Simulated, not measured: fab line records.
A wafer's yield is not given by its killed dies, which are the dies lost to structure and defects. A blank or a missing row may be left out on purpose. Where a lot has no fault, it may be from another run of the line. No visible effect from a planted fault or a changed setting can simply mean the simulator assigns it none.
Problem report in the 8D (eight disciplines) form, filled by code || flow sky130 || the parts of the form that need people (team, actions taken, sign-off) are left out

== 1. WHAT WENT WRONG ==
CAP2M_CVD_00_THK at SKY_CAP2M_THK_MEAS_01 reads a mean of 8.90 nm on 6 wafers of 2 lots; wafers without a fault read 15.50 nm with a standard deviation of 0.25. That is -26 standard deviations from the usual mean.
Seen first at day 41 17:38 on film-metro-04, wafer L373.3. At this step, 33 wafers from 11 lots have a number in the record. Rule for "out", or "out of limits": more than 4 standard deviations from the usual mean. The rest of the wafers with a number are treated as sound.

== 2. WHAT IT IS AND WHAT IT IS NOT ==
{"question": "which readings at this step", "is": "CAP2M_CVD_00_THK", "is not": "-"}
{"question": "which lots", "is": "L373, L375", "is not": "L369, L380, L382, L383, L385, L387, L388, L389, L390"}
{"question": "which wafers of those lots", "is": "all that have a number", "is not": "-"}
{"question": "read on which gauges", "is": "film-metro-01, film-metro-04", "is not": "film-metro-03"}
{"question": "when", "is": "from day 41 17:38", "is not": "up to then (3 sound wafers); but 24 sound wafers of L380, L382, L383, L385, L387, L388, L389, L390 came after"}

== 3. SUSPECTS, AND WHAT RULES EACH OUT ==
Counting: any tool at a process step up to the reading is kept as a suspect provided that every lot that is out went through it and no sound lot did after the first of them.
- the gauge at SKY_CAP2M_THK_MEAS_01 is ruled out. 2 gauges (film-metro-01, film-metro-04) read the wafers that are out.
- pvd-sputter-04 at SKY_METAL4_SPUTTER_03 (material Ti, target thk 5 nm, time 3.3 s): ruled out as a lasting fault. After its first lot that is out, L373 (day 41 17:32), sound lots L380 ran on it.
- pecvd-04 at SKY_CAP2M_CVD_00 (deposits SiO2, target thk 15.5 nm): ruled out as a lasting fault. After its first lot that is out, L373 (day 41 17:35), sound lots L385, L388, L390 ran on it.
Left after counting: nothing in the record.

== 4. THE CAUSE (what the simulator had put in) ==
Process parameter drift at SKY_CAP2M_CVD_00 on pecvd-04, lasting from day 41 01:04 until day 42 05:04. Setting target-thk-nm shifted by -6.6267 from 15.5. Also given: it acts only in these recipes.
It was ruled out by counting, in error; the rule expects a fault to strike all lots run on its tool from its start on, and this fault did not.

== 5. SEQUENCE OF EFFECTS, ordered by route ==
Each row: a reading where the mean over the struck wafers with a number is more than 3 standard deviations away from the usual. Only readings for which the record gives a usual standard deviation are gone through. hours: the time from each lot's start at the first step in this table that gives one to its start at this step, as a median over the lots. sigmas: the change in usual standard deviations.
{"hours": 0, "step": "SKY_CAP2M_THK_MEAS_01", "reading": "CAP2M_CVD_00_THK", "usual": "15.50 nm", "on struck wafers": 8.90, "change": -6.60, "sigmas": -26}
{"hours": 47, "step": "SKY_METAL4_ETCH_17", "reading": "oes-product-au", "usual": "0.754 a.u.", "on struck wafers": 0.595, "change": -0.159, "sigmas": -20}
Here are the process steps it includes:
- SKY_METAL4_ETCH_17: etches SiO2 in C4F8/O2/Ar, stops on TiN, time 3.9 s, target depth 15 nm.

== 6. HOW IT WOULD HAVE BEEN CAUGHT EARLIER ==
Counted from the fault's start at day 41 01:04, it took 17 hours until the first out-of-limits reading at a measuring or inspecting step in this record, taken at day 41 17:38.
No tool reading at SKY_CAP2M_CVD_00 that has a usual standard deviation in the record was out on any struck wafer, so an alarm limit of 4 standard deviations on those readings would not have fired.
